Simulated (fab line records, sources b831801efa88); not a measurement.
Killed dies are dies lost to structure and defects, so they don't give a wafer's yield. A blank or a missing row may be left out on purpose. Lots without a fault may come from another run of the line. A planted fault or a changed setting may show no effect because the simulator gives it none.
A struck lot beside a sound one | flow sky130 | 17 steps out of a route of 708
Sound: wafers L171.1, L171.2, L171.3. Struck: wafers L177.2, L177.3, L177.6. The cause comes at the end.
At each step with rows: each side's tool, then ch and its chambers, then its first start. Under that, the readings that differ: sound wafers | struck wafers | difference of the means | sigmas: that difference in standard deviations of wafers without a fault.
alike: readings whose means differ by less than 2 such deviations, and words and numbers that are the same on both sides. not compared: withheld readings, readings that some wafer has no value for, bounds like >300 that may hide the same value, and numbers for which the record gives no deviation and whose values overlap.
The two part at a step that has a row with sigmas, a row that says differs or no value, or rows on one side only. Numbers that don't overlap but have no deviation are shown without sigmas and don't part them. A reading that every wafer of one side lacks parts them only if that side has two wafers or more.

SKY_VT_ADJUST_HVTP_OVL_MEAS_08:
  sound on overlay-02, day 8 09:30; struck on overlay-02, day 9 22:23
  alike: VT_ADJUST_HVTP_OVL
then, 1 step without rows for these wafers: SKY_VT_ADJUST_HVTP_IMPLANT_09.
SKY_VT_ADJUST_HVTP_STRIP_10: strips in O2/N2.
  sound on plasma_asher-01 ch 0,1, day 8 09:41; struck on plasma_asher-04 ch 0, day 9 22:34
  alike: drypump_motor_current_A, oes_product_au, strip_time_to_endpoint_s
  not compared: rf_hours_counter_h
SKY_VT_ADJUST_HVTP_TW_MEAS_11:
  sound on film_metro-01, day 8 09:47; struck on film_metro-02, day 9 22:40
  alike: VT_ADJUST_HVTP_TW
then, 7 steps without rows for these wafers: SKY_VT_ADJUST_LVTN_DEHYDRATE_00 (time 60 s); SKY_VT_ADJUST_LVTN_HMDS_01 (prime time 60 s); SKY_VT_ADJUST_LVTN_COAT_02 (resist thk 3000 nm); SKY_VT_ADJUST_LVTN_SOFTBAKE_03; SKY_VT_ADJUST_LVTN_EXPOSE_04 (exposes mask NWM COMPLEMENT LESS NATIVE, target cd 840 nm); SKY_VT_ADJUST_LVTN_PEB_05; SKY_VT_ADJUST_LVTN_DEVELOP_06 (develop time 60 s).
SKY_VT_ADJUST_LVTN_OVL_MEAS_07:
  sound on overlay-01, day 9 06:37; struck on overlay-02, day 10 21:25
  alike: VT_ADJUST_LVTN_OVL
SKY_VT_ADJUST_LVTN_IMPLANT_08:
  sound on implanter-02 ch 0, day 9 06:39; struck on implanter-02 ch 0, day 10 21:28
  reading            | sound                            | struck                           | difference  | sigmas
  dose_ions_cm2      | 1.5686e+12 1.5726e+12 1.5712e+12 | 1.2471e+12 1.2493e+12 1.2484e+12 | -3.2253e+11 | -99 or more
  faraday_current_uA | 9.08 8.90 9.08                   | 7.01 7.08 6.97                   | -2.00       | -11
  alike: beam_energy_keV
SKY_VT_ADJUST_LVTN_STRIP_09: strips in O2/N2.
  sound on plasma_asher-03 ch 0,1, day 9 06:48; struck on plasma_asher-03 ch 0,1, day 10 21:35
  alike: drypump_motor_current_A, oes_product_au, strip_time_to_endpoint_s
  not compared: rf_hours_counter_h
SKY_VT_ADJUST_LVTN_TW_MEAS_10:
  sound on film_metro-04, day 9 06:54; struck on film_metro-03, day 10 21:42
  reading           | sound             | struck            | difference | sigmas
  VT_ADJUST_LVTN_TW | 240.3 239.5 240.6 | 220.5 220.6 221.1 | -19.4      | -13
then, 1 step without rows for these wafers: SKY_VT_ADJUST_LVTN_DEHYDRATE_11 (time 60 s).
-- the record jumps here: 38 days lie between the struck wafers' starts before and after (it left off in module VT_ADJUST_LVTN and takes up again in module PAD_OPEN, whose first step shown is number 708 of the route) --
SKY_PAD_OPEN_PROBE_99:
  sound on prober-02, day 48 00:55; struck on prober-02, day 48 22:23
  alike: killed_at_M0_to_M3, killed_at_M4_up, killed_at_contacts, killed_at_front_end, killed_at_other, killed_dies, killed_open, killed_short
  not compared: model.etest.nfet_01v8_lvt.body_rise_v

WHERE THEY PART
First at SKY_VT_ADJUST_LVTN_IMPLANT_08; last, within this record, at SKY_VT_ADJUST_LVTN_TW_MEAS_10. Later steps at which nothing parts them and some readings are alike: SKY_PAD_OPEN_PROBE_99.

WHY: what the simulator had put in
Process parameter drift: implanter-02, from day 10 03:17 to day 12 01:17, at SKY_VT_ADJUST_LVTN_IMPLANT_08. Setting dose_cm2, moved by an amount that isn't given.
